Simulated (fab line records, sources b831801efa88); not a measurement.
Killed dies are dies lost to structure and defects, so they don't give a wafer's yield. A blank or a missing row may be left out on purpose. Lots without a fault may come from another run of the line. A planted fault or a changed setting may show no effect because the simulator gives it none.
Problem report in the 8D (eight disciplines) form, filled by code | flow gf180mcu | the parts of the form that need people (team, actions taken, sign-off) are left out

1. THE PROBLEM
HV_LDD_RS at GF_HV_LDD_RS_MEAS_53 reads a mean of 412.1 ohm/sq on 9 wafers of 3 lots; wafers without a fault read 418.0 ohm/sq with a standard deviation of 0.79. That is -7.4 standard deviations from the usual mean.
The step: measures by four-point-probe.
First seen on wafer L917.2, day 16 09:40, on film_metro-04. The record holds 42 wafers of 14 lots with a number at this step. Rule for "out", or "out of limits": more than 4 standard deviations from the usual mean. The other wafers with a number count as sound.

2. WHAT IT IS AND WHAT IT IS NOT
question                    | is                           | is not
which readings at this step | HV_LDD_RS                    | -
which lots                  | L917, L919, L920             | L906, L908, L910, L911, L912, L913, L914, L922, L926, L927, L928
which wafers of those lots  | all that have a number       | -
read on which gauges        | film_metro-03, film_metro-04 | film_metro-02
when                        | from day 16 09:40            | up to then (21 sound wafers); but 12 sound wafers of L922, L926, L927, L928 came after

3. SUSPECTS, AND WHAT RULES EACH OUT
Counting: a tool at a process step up to the reading stays a suspect if it ran every lot that is out and no sound lot after the first of them.
- the gauge at GF_HV_LDD_RS_MEAS_53: ruled out. The wafers that are out were read on 2 gauges (film_metro-03, film_metro-04).
- implanter-04 at GF_HV_LDD_IMPLANT_36: ruled out as a lasting fault. Sound lots L927 ran on it after its first lot that is out, L917 (day 15 11:18).
Left after counting: nothing in the record.

4. THE CAUSE (what the simulator had put in)
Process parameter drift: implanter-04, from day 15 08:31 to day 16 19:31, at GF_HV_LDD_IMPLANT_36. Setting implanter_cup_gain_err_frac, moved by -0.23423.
Counting ruled it out, wrongly: the rule takes a fault to strike every lot that its tool runs from its start on, and this one did not.

5. THE CHAIN OF EFFECTS, in route order
Each row: a reading whose mean over the struck wafers that have a number lies more than 3 standard deviations from the usual. Only readings for which the record gives a usual standard deviation are gone through. hours: the time from each lot's start at the first step in this table that gives one to its start at this step, as a median over the lots. sigmas: the change in usual standard deviations.
hours | step                 | reading            | usual        | on struck wafers | change | sigmas
0     | GF_HV_LDD_IMPLANT_36 | beam_on_s          | 10.00 s      | 13.10            | +3.10  | +17
0     | GF_HV_LDD_IMPLANT_36 | faraday_current_uA | 42.3         | 32.3             | -10.0  | -13
22    | GF_HV_LDD_RS_MEAS_53 | HV_LDD_RS          | 418.0 ohm/sq | 412.1            | -5.9   | -7.4
The process steps in it:
- GF_HV_LDD_IMPLANT_36

6. WHAT WOULD HAVE CAUGHT IT SOONER
In this record the first reading out of limits at a measuring or inspecting step was taken at day 16 09:40, 25 hours after the fault began at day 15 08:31.
The tool's own readings at GF_HV_LDD_IMPLANT_36 were out on every struck wafer that the step has a row for (beam_on_s, faraday_current_uA): an alarm limit on them would have fired on the first of those.
